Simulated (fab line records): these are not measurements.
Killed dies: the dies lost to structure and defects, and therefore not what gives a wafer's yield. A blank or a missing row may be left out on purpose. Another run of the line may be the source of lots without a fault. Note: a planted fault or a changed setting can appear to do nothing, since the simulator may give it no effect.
2 desks looking at one fault / flow sky130 / every desk sees just its own numbers, and what lay behind them comes last

## AT THE TOOL OWNER'S DESK: implanter-03
SKY_LDD_N_IMPLANT_14, tool's own readings: per-lot mean of the sampled wafers with a number, covering each lot this tool ran. Any lot whose mean is over 4 standard deviations away from the usual mean is out of limits and marked OUT; that distance is given in the brackets.
Columns: A = beam-on-s at SKY_LDD_N_IMPLANT_14, usual 9.99 s; B = dose-ions-cm2 at SKY_LDD_N_IMPLANT_14, usual 5.002e+12; C = faraday-current-uA at SKY_LDD_N_IMPLANT_14, usual 28.2
lot=L480; first seen here=day 18 21:29; A=9.91; B=5.003e+12; C=28.4
lot=L485; first seen here=day 20 20:08; A=10.19; B=3.805e+12 (-99 or more) OUT; C=21.1 (-13) OUT
lot=L487; first seen here=day 21 10:43; A=10.02; B=3.806e+12 (-99 or more) OUT; C=21.4 (-12) OUT
Finding of this desk: L485, L487 out of limits; the first was L485 at day 20 20:08, on dose-ions-cm2 at SKY_LDD_N_IMPLANT_14. In limits: L480.

## FROM THE METROLOGY DESK
Lot by lot, what the gauges showed, no matter which tool ran the lot: averages of those sampled wafers that carry a number. Any lot whose mean is over 4 standard deviations away from the usual mean is out of limits and marked OUT; that distance is given in the brackets.
Columns: A = LDD_N_OVL at SKY_LDD_N_OVL_MEAS_07, usual -0.2 nm
lot=L478; first seen here=day 18 01:14; A=0.9
lot=L480; first seen here=day 18 20:30; A=-0.5
lot=L485; first seen here=day 20 19:10; A=-0.8
lot=L487; first seen here=day 21 09:47; A=0.5
lot=L498; first seen here=day 25 11:49; A=-1.5
lot=L500; first seen here=day 25 17:14; A=1.5
This desk's verdict: no lot among the 6 shows anything out of limits.

## ALL TOGETHER
An alarm could have come from the tool owner's desk at day 20 20:08, on L485, L487.
Nothing out of limits was seen by the metrology desk.
The metrology desk holds a record of L485, L487, inside its limits.
SKY_LDD_N_IMPLANT_14 was run on implanter-03 by each of the lots named.

## WHAT THE SIMULATOR HAD PUT IN
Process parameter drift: implanter-03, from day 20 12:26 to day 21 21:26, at SKY_LDD_N_IMPLANT_14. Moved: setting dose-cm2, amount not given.
Shown lots that were struck: L485, L487.
Hours from the fault's start to each desk's first reading out of limits: the tool owner's desk, 8.
